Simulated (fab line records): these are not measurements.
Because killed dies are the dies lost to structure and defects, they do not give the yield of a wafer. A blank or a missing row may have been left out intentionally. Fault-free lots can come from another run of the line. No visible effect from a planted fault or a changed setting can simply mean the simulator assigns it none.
fab line records | flow gf180mcu
[record] lots = 6 | wafers = 18 | last_day = 34
route steps=602 shown M1@327 V1@335
lots with no fault: from the same line, run without faults
start_h: hours from the record's opening day to when the first of the lot's shown wafers began | wait_h: time in hours since the lot's previous step | " same as the row above | L1.1+2: a row that stands for several wafers | - no value, or no start was given | * or withheld: withheld | < > ~ a bound
route shown NAME@n: NAME is a module with steps in the file, n the number in the route of the first one | usual: average and standard deviation across the fault-free wafers | same: alike in all rows | chamber/n: place in a boat | sites: the reading at each site | _std_site: their standard deviation | _edge_site: inner sites' mean taken away from outer sites' mean | radius_mm: for every site, how far away it sits from the centre of the wafer | mask NAME#n: copy n | behind: the last tool/chamber to shape the wafer | hold: cause of the lot's hold/its duration in hours/its outcome | device: transistor that didn't switch, given as n, p or np | end of line: tests of these same wafers at the route's end | where a step has no rows: the recipe by itself | killed: count of dies lost to structure and defects at first sort (not the wafer's yield) | map: per-die view of a wafer (x killed, . not killed, _ where there is no die)
set.NAME: the setting the step ran with; set.NAME@STEP: the setting that earlier step ran with | model.NAME: the simulator's own value behind a step, which no gauge read
a table for each step, a row for each wafer; lots at some steps of the route
services: when a tool's chamber went out of use (start_h, in hours from the record's first day, below 0 if earlier), for how many hours, and the reason
[[steps]]
[step GF_M1_PEB_12]
[recipe] peb_temp_c = 135 | peb_time_s = 90 | resist = KrF
[step GF_M1_DEVELOP_13]
[recipe] develop_time_s = 60 | dev_temp_c = 21
[step GF_M1_CD_MEAS_14]
[recipe] target_cd_nm = 230
[usual] cd_nm = 230.0/1.2
lot.wafer | tool      | chamber | start_h | wait_h | cd_nm
L584.1    | cd_sem-01 | -       | 488.69  | 0.1    | 230.9
L584.3    | "         | -       | "       | "      | 230.6
L584.4    | "         | -       | "       | "      | 230.6
L585.2    | cd_sem-02 | -       | 495.26  | 0.1    | 229.4
L585.3    | "         | -       | "       | "      | 229.7
L585.4    | "         | -       | "       | "      | 229.7
L586.2    | cd_sem-01 | -       | 503.56  | 0.1    | 231.2
L586.3    | "         | -       | "       | "      | 233.5
L586.6    | "         | -       | "       | "      | 230.9
L594.1    | cd_sem-01 | -       | 557.54  | 0.1    | 230.0
L594.3    | "         | -       | "       | "      | 230.2
L594.4    | "         | -       | "       | "      | 231.2
L595.4    | cd_sem-02 | -       | 567.02  | 0.1    | 230.4
L595.5    | "         | -       | "       | "      | 230.3
L595.6    | "         | -       | "       | "      | 231.0
L597.2    | cd_sem-01 | -       | 582.73  | 0.1    | 230.8
L597.3    | "         | -       | "       | "      | 231.3
L597.5    | "         | -       | "       | "      | 230.8
[step GF_M1_OVL_MEAS_15]
[usual] M1_OVL = -1/6.3
lot.wafer | tool       | chamber | start_h | wait_h | M1_OVL[nm]
L584.1    | overlay-02 | -       | 488.81  | 0.1    | -12
L584.3    | "          | -       | "       | "      | -2
L584.4    | "          | -       | "       | "      | -15
L585.2    | overlay-01 | -       | 495.37  | 0.1    | 12
L585.3    | "          | -       | "       | "      | 0
L585.4    | "          | -       | "       | "      | 11
L586.2    | overlay-01 | -       | 503.67  | 0.1    | 4
L586.3    | "          | -       | "       | "      | -3
L586.6    | "          | -       | "       | "      | 1
L594.1    | overlay-01 | -       | 557.66  | 0.1    | -7
L594.3    | "          | -       | "       | "      | -1
L594.4    | "          | -       | "       | "      | 4
L595.4    | overlay-02 | -       | 567.10  | 0.1    | 7
L595.5    | "          | -       | "       | "      | -3
L595.6    | "          | -       | "       | "      | 4
L597.2    | overlay-01 | -       | 582.83  | 0.1    | 0
L597.3    | "          | -       | "       | "      | 5
L597.5    | "          | -       | "       | "      | -4
[step GF_M1_METAL_ETCH_16]
[recipe] chemistry = Cl2/BCl3 | mask_material = KrF | target_depth_nm = 627.5 | stop_on = SiO2 | pressure_mtorr = 8 | icp_w = 800 | bias_w = 140 | Cl2_flow_sccm = 80 | bcl3_flow_sccm = 40 | time_s = 104.6
[usual] chamber_pressure_mTorr = 8.001/0.0074 | drypump_motor_current_A = 5.4/0.57 | oes_product_au = 0.972/0.0062 | throttle_valve_pct = 28.249/0.011
[same] time_s = 104.6
lot.wafer | tool         | chamber | start_h | wait_h | chamber_pressure_mTorr | drypump_motor_current_A | oes_product_au | rf_hours_counter_h | throttle_valve_pct
L584.1    | rie_metal-01 | 1       | 488.85  | 0.0    | 7.998                  | 5.5                     | 0.975          | 10                 | 28.255
L584.3    | "            | 0       | "       | "      | 8.003                  | 5.0                     | 0.969          | -                  | 28.235
L584.4    | "            | 1       | "       | "      | 8.002                  | 5.5                     | 0.973          | -                  | 28.254
L585.2    | rie_metal-04 | 0       | 495.40  | 0.0    | 7.984                  | 4.9                     | 0.989          | 8                  | 28.228
L585.3    | "            | 1       | "       | "      | 7.985                  | 6.5                     | 0.972          | -                  | 28.256
L585.4    | "            | 0       | "       | "      | 7.990                  | 4.9                     | 0.974          | -                  | 28.222
L586.2    | rie_metal-01 | 0       | 503.70  | 0.0    | 8.009                  | 5.0                     | 0.961          | 5                  | 28.250
L586.3    | "            | 1       | "       | "      | 8.001                  | 5.4                     | 0.965          | -                  | 28.263
L586.6    | "            | 1       | "       | "      | 8.001                  | 5.5                     | 0.970          | -                  | 28.274
L594.1    | rie_metal-02 | 0       | 557.70  | 0.0    | 7.985                  | 5.0                     | 0.978          | 2                  | 28.261
L594.3    | "            | 1       | "       | "      | 7.996                  | 6.1                     | 0.968          | -                  | 28.265
L594.4    | "            | 0       | "       | "      | 8.011                  | 5.0                     | 0.965          | -                  | 28.233
L595.4    | rie_metal-04 | 0       | 567.15  | 0.0    | 7.996                  | 4.9                     | 0.976          | -                  | 28.270
L595.5    | "            | 1       | "       | "      | 7.989                  | 6.5                     | 0.981          | -                  | 28.242
L595.6    | "            | 0       | "       | "      | 8.006                  | 4.9                     | 0.978          | -                  | 28.246
L597.2    | rie_metal-02 | 0       | 582.90  | 0.1    | 8.013                  | 5.0                     | 0.974          | -                  | 28.272
L597.3    | "            | 0       | "       | "      | 8.005                  | 5.0                     | 0.980          | -                  | 28.246
L597.5    | "            | 0       | "       | "      | 8.006                  | 5.0                     | 0.977          | -                  | 28.263
[step GF_M1_STRIP_17]
[recipe] chemistry = O2/N2 | power_w = 1400 | pressure_mtorr = 1500 | platen_temp_c = 250 | o2_flow_sccm = 3000 | n2_flow_sccm = 300 | overash_fraction = 0.5
[step GF_M1_STRIP_18]
[recipe] chemistry = post_etch_residue_remover | time_s = 1200 | temp_c = 72.5
[step GF_M1_CLEAN_19]
[recipe] chemistry = DIW | dry = n2_spin
[step GF_V1_CVD_00]
[recipe] material = SiO2 | target_thk_nm = 600 | sigma_open_frac = 0.3 | temp_c = 400 | time_s = 100 | sih4_flow_sccm = 60 | pressure_mtorr = 6
[step GF_V1_THK_MEAS_01]
[recipe] reads = SiO2_of_V1_CVD_00
[usual] V1_CVD_00_THK = 600/6.2
lot.wafer | tool          | chamber | start_h | wait_h | V1_CVD_00_THK[nm]
L584.1    | film_metro-04 | -       | 489.56  | 0.0    | 591
L584.3    | "             | -       | "       | "      | 607
L584.4    | "             | -       | "       | "      | 607
L585.2    | film_metro-03 | -       | 496.13  | 0.0    | 607
L585.3    | "             | -       | "       | "      | 607
L585.4    | "             | -       | "       | "      | 613
L586.2    | film_metro-04 | -       | 504.43  | 0.0    | 600
L586.3    | "             | -       | "       | "      | 591
L586.6    | "             | -       | "       | "      | 593
L594.1    | film_metro-03 | -       | 558.42  | 0.0    | 602
L594.3    | "             | -       | "       | "      | 595
L594.4    | "             | -       | "       | "      | 608
L595.4    | film_metro-04 | -       | 567.87  | 0.0    | 597
L595.5    | "             | -       | "       | "      | 589
L595.6    | "             | -       | "       | "      | 592
L597.2    | film_metro-04 | -       | 583.70  | 0.0    | 603
L597.3    | "             | -       | "       | "      | 601
L597.5    | "             | -       | "       | "      | 602
[step GF_V1_CVD_02]
[recipe] material = SiO2 | target_thk_nm = 850 | precursor = TEOS | temp_c = 400 | time_s = 94.851 | rf_w = 600
[usual] heater_power_outer_w = 387/78 | heater_power_w = 679/110 | susceptor_temp_C = 400.01/0.22
[same] time_s = 94.851
lot.wafer | tool     | chamber | start_h | wait_h | heater_power_outer_w | heater_power_w | susceptor_temp_C
L584.1    | pecvd-02 | 0       | 489.62  | 0.1    | 323                  | 645            | 400.25
L584.3    | "        | 1       | "       | "      | 504                  | 798            | 399.85
L584.4    | "        | 1       | "       | "      | 380                  | 670            | 400.18
L585.2    | pecvd-04 | 1       | 496.18  | 0.0    | 398                  | 688            | 399.99
L585.3    | "        | 2       | "       | "      | 433                  | 739            | 399.74
L585.4    | "        | 1       | "       | "      | 419                  | 710            | 399.87
L586.2    | pecvd-01 | 2       | 504.48  | 0.0    | 501                  | 866            | 400.21
L586.3    | "        | 0       | "       | "      | 442                  | 661            | 399.91
L586.6    | "        | 0       | "       | "      | 333                  | 542            | 399.80
L594.1    | pecvd-04 | 0       | 558.48  | 0.1    | 346                  | 647            | 399.80
L594.3    | "        | 2       | "       | "      | 369                  | 661            | 399.79
L594.4    | "        | 2       | "       | "      | 391                  | 680            | 400.14
L595.4    | pecvd-02 | 1       | 567.94  | 0.1    | 465                  | 800            | 399.69
L595.5    | "        | 0       | "       | "      | 254                  | 553            | 399.53
L595.6    | "        | 2       | "       | "      | 492                  | 822            | 400.12
L597.2    | pecvd-01 | 0       | 583.75  | 0.0    | 333                  | 526            | 399.84
L597.3    | "        | 1       | "       | "      | 309                  | 547            | 400.32
L597.5    | "        | 1       | "       | "      | 327                  | 596            | 400.75
[step GF_V1_THK_MEAS_03]
[recipe] reads = SiO2_of_V1_CVD_02
[usual] V1_CVD_02_THK = 854/12
lot.wafer | tool          | chamber | start_h | wait_h | V1_CVD_02_THK[nm]
L584.1    | film_metro-03 | -       | 489.69  | 0.0    | 838
L584.3    | "             | -       | "       | "      | 846
L584.4    | "             | -       | "       | "      | 855
L585.2    | film_metro-03 | -       | 496.26  | 0.0    | 857
L585.3    | "             | -       | "       | "      | 860
L585.4    | "             | -       | "       | "      | 866
L586.2    | film_metro-01 | -       | 504.56  | 0.0    | 831
L586.3    | "             | -       | "       | "      | 845
L586.6    | "             | -       | "       | "      | 861
L594.1    | film_metro-04 | -       | 558.55  | 0.0    | 840
L594.3    | "             | -       | "       | "      | 852
L594.4    | "             | -       | "       | "      | 867
L595.4    | film_metro-03 | -       | 568.00  | 0.0    | 854
L595.5    | "             | -       | "       | "      | 859
L595.6    | "             | -       | "       | "      | 868
L597.2    | film_metro-01 | -       | 583.83  | 0.0    | 857
L597.3    | "             | -       | "       | "      | 854
L597.5    | "             | -       | "       | "      | 870
[step GF_V1_CMP_04]
[recipe] material = SiO2 | down_force_psi = 4 | platen_rpm = 60 | pad_velocity_m_s = 0.94248
[usual] edge_zone_pressure_frac = 1.000/0.005 | head_pressure_psi = 4.001/0.0078 | motor_current_A = 12.9/1.5 | slurry_filter_dp_kPa = 13.49/0.14 | slurry_flow_ml_min = 150.1/0.42 | time_to_endpoint_s = 82/7
lot.wafer | tool   | chamber | start_h | wait_h | edge_zone_pressure_frac | head_pressure_psi | motor_current_A | slurry_filter_dp_kPa | slurry_flow_ml_min | time_to_endpoint_s | model.SiO2_of_V1_CVD_02.thk_nm
L584.1    | cmp-01 | 2       | 489.75  | 0.1    | 0.999                   | 4.009             | 11.6            | 13.23                | 150.5              | 72                 | 631.1
L584.4    | "      | 3       | "       | "      | 0.998                   | 4.002             | 16.2            | 13.55                | 149.8              | 88                 | 633.1
L584.3    | "      | 1       | "       | "      | 0.997                   | 4.005             | 12.7            | 13.39                | 150.2              | 85                 | 634.5
L585.4    | cmp-01 | 1       | 496.31  | 0.0    | 1.002                   | 3.985             | 12.4            | 13.43                | 149.6              | 92                 | 635
L585.2    | "      | 2       | "       | "      | 0.997                   | 4.006             | 11.6            | 13.43                | 150.4              | 80                 | 629.9
L585.3    | "      | 0       | "       | "      | 1.004                   | 3.988             | 12.6            | 13.73                | 150.0              | 85                 | 632.5
L586.3    | cmp-02 | 0       | 504.71  | 0.1    | 1.006                   | 3.988             | 12.1            | 13.42                | 149.9              | 76                 | 632
L586.2    | "      | 1       | "       | "      | 0.996                   | 3.997             | 12.2            | 13.39                | 149.0              | 75                 | 634.1
L586.6    | "      | 3       | "       | "      | 1.006                   | 3.994             | 12.7            | 13.61                | 150.2              | 78                 | 631.1
L594.3    | cmp-02 | 2       | 558.61  | 0.0    | -                       | -                 | -               | -                    | -                  | -                  | 852
L594.4    | "      | 3       | "       | "      | -                       | -                 | -               | -                    | -                  | -                  | 866.6
L594.1    | "      | 0       | "       | "      | -                       | -                 | -               | -                    | -                  | -                  | 840.1
L595.4    | cmp-02 | 1       | 568.18  | 0.2    | -                       | -                 | -               | -                    | -                  | -                  | 854.1
L595.6    | "      | 2       | "       | "      | -                       | -                 | -               | -                    | -                  | -                  | 868.8
L595.5    | "      | 3       | "       | "      | -                       | -                 | -               | -                    | -                  | -                  | 858.6
L597.2    | cmp-01 | 2       | 583.88  | 0.0    | 0.999                   | 4.004             | 11.5            | 13.46                | 149.8              | 80                 | 630.8
L597.3    | "      | 0       | "       | "      | 0.995                   | 4.011             | 12.7            | 13.49                | 149.6              | 82                 | 632.6
L597.5    | "      | 2       | "       | "      | 1.000                   | 4.005             | 11.6            | 13.48                | 150.2              | 83                 | 631.4
[step GF_V1_BOW_MEAS_05]
[recipe] mode = bow
[usual] V1_BOW = 82/6.9
lot.wafer | tool          | chamber | start_h | wait_h | V1_BOW[um]
L584.1    | film_metro-04 | -       | 490.05  | 0.2    | 76
L584.3    | "             | -       | "       | "      | 72
L584.4    | "             | -       | "       | "      | 70
L585.2    | film_metro-03 | -       | 496.63  | 0.2    | 85
L585.3    | "             | -       | "       | "      | 87
L585.4    | "             | -       | "       | "      | 88
L586.2    | film_metro-04 | -       | 504.93  | 0.1    | 68
L586.3    | "             | -       | "       | "      | 71
L586.6    | "             | -       | "       | "      | 74
L594.1    | film_metro-03 | -       | 558.91  | 0.1    | 84
L594.3    | "             | -       | "       | "      | 89
L594.4    | "             | -       | "       | "      | 81
L595.4    | film_metro-03 | -       | 568.39  | 0.2    | 80
L595.5    | "             | -       | "       | "      | 82
L595.6    | "             | -       | "       | "      | 79
L597.2    | film_metro-04 | -       | 584.20  | 0.3    | 73
L597.3    | "             | -       | "       | "      | 81
L597.5    | "             | -       | "       | "      | 75
[step GF_V1_DEHYDRATE_06]
[recipe] temp_c = 200 | time_s = 60
[step GF_V1_HMDS_07]
[recipe] prime_time_s = 60 | prime_temp_c = 120
[step GF_V1_COAT_08]
[recipe] resist = BARC | temp_c = withheld | time_s = withheld | spin_rpm = withheld | resist_thk_nm = withheld
[step GF_V1_COAT_09]
[recipe] resist = KrF | spin_rpm = withheld | resist_thk_nm = 1000
[step GF_V1_SOFTBAKE_10]
[recipe] temp_c = 130 | time_s = 60 | resist = KrF
[step GF_V1_EXPOSE_11]
[recipe] mask_id = Via1 | target_cd_nm = 260 | na = 0.68 | source_shape = conventional | sigma_outer = 0.6 | dose_mj = 38
[step GF_V1_PEB_12]
[recipe] peb_temp_c = 135 | peb_time_s = 90 | resist = KrF
[step GF_V1_DEVELOP_13]
[recipe] develop_time_s = 60 | resist = KrF | dev_temp_c = 21
[step GF_V1_CD_MEAS_14]
[recipe] target_cd_nm = 260
[usual] cd_nm = 260.1/1.2
lot.wafer | tool      | chamber | start_h | wait_h | cd_nm
L584.1    | cd_sem-01 | -       | 513.21  | 0.1    | 261.0
L584.3    | "         | -       | "       | "      | 260.0
L584.4    | "         | -       | "       | "      | 259.4
L585.2    | cd_sem-02 | -       | 520.18  | 0.1    | 260.3
L585.3    | "         | -       | "       | "      | 260.0
L585.4    | "         | -       | "       | "      | 259.5
L586.2    | cd_sem-01 | -       | 527.91  | 0.1    | 261.2
L586.3    | "         | -       | "       | "      | 262.2
L586.6    | "         | -       | "       | "      | 261.5
L594.1    | cd_sem-02 | -       | 580.21  | 0.1    | 259.1
L594.3    | "         | -       | "       | "      | 259.4
L594.4    | "         | -       | "       | "      | 260.0
L595.4    | cd_sem-02 | -       | 589.78  | 0.1    | 260.5
L595.5    | "         | -       | "       | "      | 259.7
L595.6    | "         | -       | "       | "      | 260.4
L597.2    | cd_sem-02 | -       | 605.63  | 0.1    | 258.4
L597.3    | "         | -       | "       | "      | 258.7
L597.5    | "         | -       | "       | "      | 258.0
[step GF_V1_OVL_MEAS_15]
[usual] V1_OVL = 3/5.5
lot.wafer | tool       | chamber | start_h | wait_h | V1_OVL[nm]
L584.1    | overlay-02 | -       | 513.33  | 0.1    | 3
L584.3    | "          | -       | "       | "      | 2
L584.4    | "          | -       | "       | "      | 9
L585.2    | overlay-01 | -       | 520.29  | 0.1    | 11
L585.3    | "          | -       | "       | "      | -4
L585.4    | "          | -       | "       | "      | 7
L586.2    | overlay-01 | -       | 528.02  | 0.1    | 10
L586.3    | "          | -       | "       | "      | 1
L586.6    | "          | -       | "       | "      | 2
L594.1    | overlay-01 | -       | 580.33  | 0.1    | 5
L594.3    | "          | -       | "       | "      | 11
L594.4    | "          | -       | "       | "      | 1
L595.4    | overlay-01 | -       | 589.86  | 0.1    | 6
L595.5    | "          | -       | "       | "      | 9
L595.6    | "          | -       | "       | "      | 11
L597.2    | overlay-02 | -       | 605.73  | 0.1    | 2
L597.3    | "          | -       | "       | "      | 4
L597.5    | "          | -       | "       | "      | -2
[step GF_V1_ETCH_16]
[recipe] chemistry = N2/H2 | target_depth_a = withheld | overetch_a = withheld | time_s = withheld | target = BARC | ion_energy_ev = 200 | source_w = 500 | bias_w = 100 | pressure_mtorr = 30 | n2_flow_sccm = 100 | h2_flow_sccm = 200
[step GF_V1_ETCH_17]
[recipe] chemistry = C4F8/O2/Ar | mask_material = KrF | target = SiO2 | stop_on = TiN | source_w = 1500 | bias_w = 1200 | pressure_mtorr = 40 | c4f8_flow_sccm = withheld | O2_flow_sccm = 6 | Ar_flow_sccm = 300 | time_s = withheld | target_depth_a = 6300
[usual] chamber_pressure_mTorr = 40.00/0.04 | oes_product_au = 0.855/0.0047
lot.wafer | tool        | chamber | start_h | wait_h | chamber_pressure_mTorr | oes_product_au | model.etch.depth_nm | model.V1.feature_depth_nm
L584.1    | rie_diel-03 | 2       | -       | -      | 40.02                  | 0.853          | 631.1               | 631.1
L584.3    | "           | 1       | "       | "      | 40.08                  | 0.854          | 634.5               | 634.5
L584.4    | "           | 3       | "       | "      | 40.01                  | 0.857          | 633.1               | 633.1
L585.2    | rie_diel-04 | 0       | -       | -      | 40.06                  | 0.862          | 629.9               | 629.9
L585.3    | "           | 1       | "       | "      | 40.00                  | 0.854          | 632.5               | 632.5
L585.4    | "           | 2       | "       | "      | 39.99                  | 0.856          | 635                 | 635
L586.2    | rie_diel-02 | 2       | -       | -      | 39.96                  | 0.862          | 634.1               | 634.1
L586.3    | "           | 1       | "       | "      | 40.03                  | 0.853          | 632                 | 632
L586.6    | "           | 0       | "       | "      | 40.01                  | 0.855          | 631.1               | 631.1
L594.1    | rie_diel-03 | 0       | -       | -      | 40.01                  | 1.617          | 816.3               | 816.3
L594.3    | "           | 1       | "       | "      | 40.02                  | 1.624          | 827.6               | 827.6
L594.4    | "           | 2       | "       | "      | 39.98                  | 1.638          | 838.8               | 838.8
L595.4    | rie_diel-02 | 1       | -       | -      | 40.03                  | 1.620          | 825.5               | 825.5
L595.5    | "           | 3       | "       | "      | 40.00                  | 1.639          | 829.9               | 829.9
L595.6    | "           | 2       | "       | "      | 40.03                  | 1.671          | 855.4               | 855.4
L597.2    | rie_diel-02 | 0       | -       | -      | 39.98                  | 0.854          | 630.8               | 630.8
L597.3    | "           | 3       | "       | "      | 39.93                  | 0.858          | 632.6               | 632.6
L597.5    | "           | 2       | "       | "      | 39.89                  | 0.850          | 631.4               | 631.4
[step GF_V1_STRIP_18]
[recipe] chemistry = O2/N2 | power_w = 1400 | pressure_mtorr = 1500 | platen_temp_c = 250 | o2_flow_sccm = 3000 | n2_flow_sccm = 300 | overash_fraction = 0.5
[usual] chamber_pressure_mTorr = 1500.1/1.5 | drypump_motor_current_A = 5.7/0.48 | heater_power_w = 323/35 | oes_product_au = 0.592/0.0049
lot.wafer | tool            | chamber | start_h | wait_h | chamber_pressure_mTorr | drypump_motor_current_A | heater_power_w | oes_product_au | rf_hours_counter_h
L584.1    | plasma_asher-04 | 0       | 513.49  | -      | 1499.1                 | 6.5                     | 373            | 0.598          | 8
L584.3    | "               | 0       | "       | "      | 1497.8                 | 6.4                     | 373            | 0.585          | -
L584.4    | "               | 1       | "       | "      | 1499.6                 | 5.5                     | 331            | 0.599          | -
L585.2    | plasma_asher-03 | 0       | 520.44  | -      | 1500.0                 | 5.4                     | 359            | 0.591          | 42
L585.3    | "               | 1       | "       | "      | 1499.4                 | 5.7                     | 314            | 0.597          | -
L585.4    | "               | 0       | "       | "      | 1499.4                 | 5.4                     | 361            | 0.595          | -
L586.2    | plasma_asher-01 | 0       | 528.18  | -      | 1501.3                 | 5.0                     | 271            | 0.592          | 90
L586.3    | "               | 1       | "       | "      | 1499.9                 | 6.1                     | 308            | 0.600          | -
L586.6    | "               | 1       | "       | "      | 1501.1                 | 6.0                     | 306            | 0.599          | -
L594.1    | plasma_asher-01 | 0       | 580.49  | -      | 1500.9                 | 5.0                     | 271            | 0.598          | 96
L594.3    | "               | 1       | "       | "      | 1498.6                 | 6.0                     | 308            | 0.594          | -
L594.4    | "               | 0       | "       | "      | 1500.3                 | 5.0                     | 273            | 0.588          | -
L595.4    | plasma_asher-04 | 0       | 590.04  | -      | 1501.0                 | 6.5                     | 368            | 0.599          | -
L595.5    | "               | 1       | "       | "      | 1501.3                 | 5.5                     | 335            | 0.591          | -
L595.6    | "               | 0       | "       | "      | 1500.7                 | 6.5                     | 376            | 0.577          | -
L597.2    | plasma_asher-04 | 1       | 605.89  | -      | 1500.3                 | 5.5                     | 334            | 0.595          | 18
L597.3    | "               | 0       | "       | "      | 1500.8                 | 6.5                     | 377            | 0.596          | -
L597.5    | "               | 0       | "       | "      | 1500.1                 | 6.5                     | 383            | 0.592          | -
[step GF_V1_STRIP_19]
[recipe] chemistry = post_etch_residue_remover | time_s = 1200 | temp_c = 72.5
[step GF_V1_CLEAN_20]
[recipe] chemistry = DIW | dry = n2_spin
[step GF_V1_SPUTTER_21]
[recipe] material = Ti | target_thk_nm = 15 | chamber_pressure_pa = 5 | power_w = 2500 | substrate_temp_c = 200 | time_s = 80.02
[usual] throttle_valve_pct = 30.2/0.64
[same] time_s = 80.02
lot.wafer | tool           | chamber | start_h | wait_h | throttle_valve_pct
L584.1    | pvd_sputter-02 | -       | 514.04  | 0.0    | 29.7
L584.3    | "              | -       | "       | "      | 29.6
L584.4    | "              | -       | "       | "      | 30.2
L585.2    | pvd_sputter-01 | -       | 521.07  | 0.0    | 29.8
L585.3    | "              | -       | "       | "      | 30.2
L585.4    | "              | -       | "       | "      | 30.2
L586.2    | pvd_sputter-02 | -       | 529.01  | 0.0    | 29.3
L586.3    | "              | -       | "       | "      | 30.2
L586.6    | "              | -       | "       | "      | 30.4
L594.1    | pvd_sputter-04 | -       | 581.03  | 0.0    | 30.8
L594.3    | "              | -       | "       | "      | 31.1
L594.4    | "              | -       | "       | "      | 31.7
L595.4    | pvd_sputter-04 | -       | 590.55  | 0.0    | 31.0
L595.5    | "              | -       | "       | "      | 30.6
L595.6    | "              | -       | "       | "      | 30.7
L597.2    | pvd_sputter-04 | -       | 606.43  | 0.0    | 30.6
L597.3    | "              | -       | "       | "      | 30.6
L597.5    | "              | -       | "       | "      | 31.0
[step GF_V1_SPUTTER_22]
[recipe] material = TiN | target_thk_nm = 10 | chamber_pressure_pa = 5 | power_w = 4000 | time_s = 40
[usual] throttle_valve_pct = 30.1/0.64
[same] time_s = 40
lot.wafer | tool           | chamber | start_h | wait_h | throttle_valve_pct
L584.1    | pvd_sputter-02 | -       | 514.10  | 0.0    | 29.8
L584.3    | "              | -       | "       | "      | 29.3
L584.4    | "              | -       | "       | "      | 30.3
L585.2    | pvd_sputter-01 | -       | 521.13  | 0.0    | 30.1
L585.3    | "              | -       | "       | "      | 30.4
L585.4    | "              | -       | "       | "      | 30.3
L586.2    | pvd_sputter-02 | -       | 529.08  | 0.0    | 29.5
L586.3    | "              | -       | "       | "      | 30.3
L586.6    | "              | -       | "       | "      | 30.1
L594.1    | pvd_sputter-04 | -       | 581.09  | 0.0    | 30.6
L594.3    | "              | -       | "       | "      | 30.9
L594.4    | "              | -       | "       | "      | 32.0
L595.4    | pvd_sputter-04 | -       | 590.61  | 0.0    | 30.9
L595.5    | "              | -       | "       | "      | 31.0
L595.6    | "              | -       | "       | "      | 31.0
L597.2    | pvd_sputter-04 | -       | 606.49  | 0.0    | 30.7
L597.3    | "              | -       | "       | "      | 30.7
L597.5    | "              | -       | "       | "      | 30.8
[step GF_V1_CVD_23]
[recipe] material = W | target_thk_nm = 350 | time_s = 105.05 | temp_c = 400 | pressure_torr = 40
[step GF_V1_CMP_26]
[recipe] stop_on = SiO2 | down_force_psi = 3.5 | platen_rpm = 60 | t_overpolish_s = 15 | target_thk_nm = 0 | pad_velocity_m_s = 0.94248
[usual] edge_zone_pressure_frac = 1.000/0.0053 | head_pressure_psi = 3.500/0.0075 | motor_current_A = 11.8/1.4 | slurry_filter_dp_kPa = 13.49/0.13 | slurry_flow_ml_min = 150.0/0.47
lot.wafer | tool   | chamber | start_h | wait_h | edge_zone_pressure_frac | head_pressure_psi | motor_current_A | slurry_filter_dp_kPa | slurry_flow_ml_min | model.SiO2_of_V1_CVD_02.thk_nm
L584.1    | cmp-01 | 3       | 514.43  | 0.1    | 1.003                   | 3.502             | 14.8            | 13.34                | 150.0              | 627.3
L584.3    | "      | 0       | "       | "      | 1.008                   | 3.488             | 10.9            | 13.29                | 149.6              | 630.7
L584.4    | "      | 1       | "       | "      | 1.003                   | 3.496             | 10.7            | 13.59                | 150.1              | 629.3
L585.2    | cmp-01 | 3       | 521.83  | 0.1    | 1.001                   | 3.497             | 14.4            | 13.40                | 149.2              | 626.1
L585.3    | "      | 1       | "       | "      | 1.001                   | 3.516             | 10.2            | 13.54                | 149.8              | 628.7
L585.4    | "      | 2       | "       | "      | 0.998                   | 3.505             | 10.7            | 13.54                | 149.2              | 631.2
L586.3    | cmp-01 | 3       | 529.46  | 0.1    | 0.999                   | 3.497             | 14.3            | 13.70                | 150.2              | 628.2
L586.2    | "      | 1       | "       | "      | 1.013                   | 3.506             | 10.8            | 13.61                | 149.2              | 630.3
L586.6    | "      | 2       | "       | "      | 0.999                   | 3.503             | 10.9            | 13.48                | 149.7              | 627.3
L594.1    | cmp-02 | 2       | 581.42  | 0.1    | 0.997                   | 3.490             | 12.6            | 13.25                | 149.5              | 836.3
L594.3    | "      | 3       | "       | "      | 1.001                   | 3.504             | 11.2            | 13.42                | 150.2              | 848.2
L594.4    | "      | 1       | "       | "      | 1.006                   | 3.504             | 11.2            | 13.61                | 150.1              | 862.9
L595.4    | cmp-02 | 2       | 590.94  | 0.0    | 1.001                   | 3.510             | 12.6            | 13.60                | 148.9              | 850.3
L595.6    | "      | 2       | "       | "      | 1.001                   | 3.505             | 12.5            | 13.40                | 150.0              | 865
L595.5    | "      | 3       | "       | "      | 1.013                   | 3.507             | 11.1            | 13.48                | 150.1              | 854.8
L597.3    | cmp-02 | 1       | 606.82  | 0.0    | 1.004                   | 3.500             | 10.9            | 13.67                | 150.6              | 628.8
L597.2    | "      | 3       | "       | "      | 0.999                   | 3.500             | 10.8            | 13.39                | 150.2              | 627
L597.5    | "      | 1       | "       | "      | 1.005                   | 3.499             | 11.7            | 13.54                | 150.5              | 627.7
[[services]]
tool            | chamber | start_h | hours | kind
pecvd-04        | -       | 480.11  | 1.1   | repair
rie_diel-02     | 1       | 498.52  | 2.5   | repair
plasma_asher-04 | -       | 499.36  | 1.5   | repair
rie_diel-02     | 3       | 502.62  | 4.8   | repair
pecvd-04        | 0       | 503.63  | 5.2   | repair
rie_metal-01    | -       | 520.21  | 0.3   | repair
pvd_sputter-01  | -       | 526.01  | 9.5   | repair
cmp-02          | -       | 527.60  | 2.9   | repair
cmp-02          | -       | 529.61  | 3.0   | repair
cmp-01          | -       | 535.98  | 4.0   | repair
rie_diel-03     | -       | 536.86  | 2.8   | pm
cmp-01          | -       | 540.07  | 2.2   | repair
cmp-02          | -       | 547.31  | 1.2   | repair
cmp-01          | -       | 548.49  | 3.3   | pm
pvd_sputter-04  | -       | 549.83  | 3.3   | repair
rie_diel-03     | 3       | 559.38  | 7.9   | repair
plasma_asher-04 | -       | 566.91  | 0.7   | repair
rie_diel-03     | 0       | 568.65  | 5.3   | repair
cmp-02          | -       | 568.69  | 3.3   | repair
pecvd-04        | -       | 569.79  | 0.5   | repair
pvd_sputter-04  | -       | 571.33  | 2.6   | repair
cmp-01          | -       | 577.85  | 4.0   | pm
rie_diel-03     | 3       | 579.72  | 3.9   | repair
plasma_asher-01 | -       | 588.10  | 2.2   | repair
[[key]]
[first_sign] step = GF_V1_CMP_04 | reading = tool_record | direction = missing
[effect] step = GF_V1_ETCH_17 | reading = oes_product_au | direction = up | sigmas = 99+ | usual = 0.855 | struck = 1.635
[model_effect] step = GF_V1_CMP_04 | value = SiO2_of_V1_CVD_02.thk_nm | without = 631.7 | struck = 856.7
[model_effect] step = GF_V1_ETCH_17 | value = etch.depth_nm | without = 631.7 | struck = 832.2
[model_effect] step = GF_V1_CMP_26 | value = SiO2_of_V1_CVD_02.thk_nm | without = 627.9 | struck = 852.9
met_at GF_V1_CMP_04
struck_wafers L594.1,L594.3,L594.4,L595.4,L595.5,L595.6
later_rows_left_out L594.1,L594.3,L594.4,L595.4,L595.5,L595.6
sort_left_out L594.1,L594.3,L594.4,L595.4,L595.5,L595.6
onset_between 504.71 558.61
[fault] kind = skipped_step_whole | tool = cmp-02 | chamber = - | onset_h = 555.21 | steps = GF_V1_CMP_04 | scope = struck_lots_only
// sort_left_out: the simulated sort isn't trusted on such a fault, so these wafers' sort isn't shown, and their yield isn't known
// later_rows_left_out: the simulator's readings of these wafers behind a module that went badly wrong aren't trusted and aren't shown, but for the sort
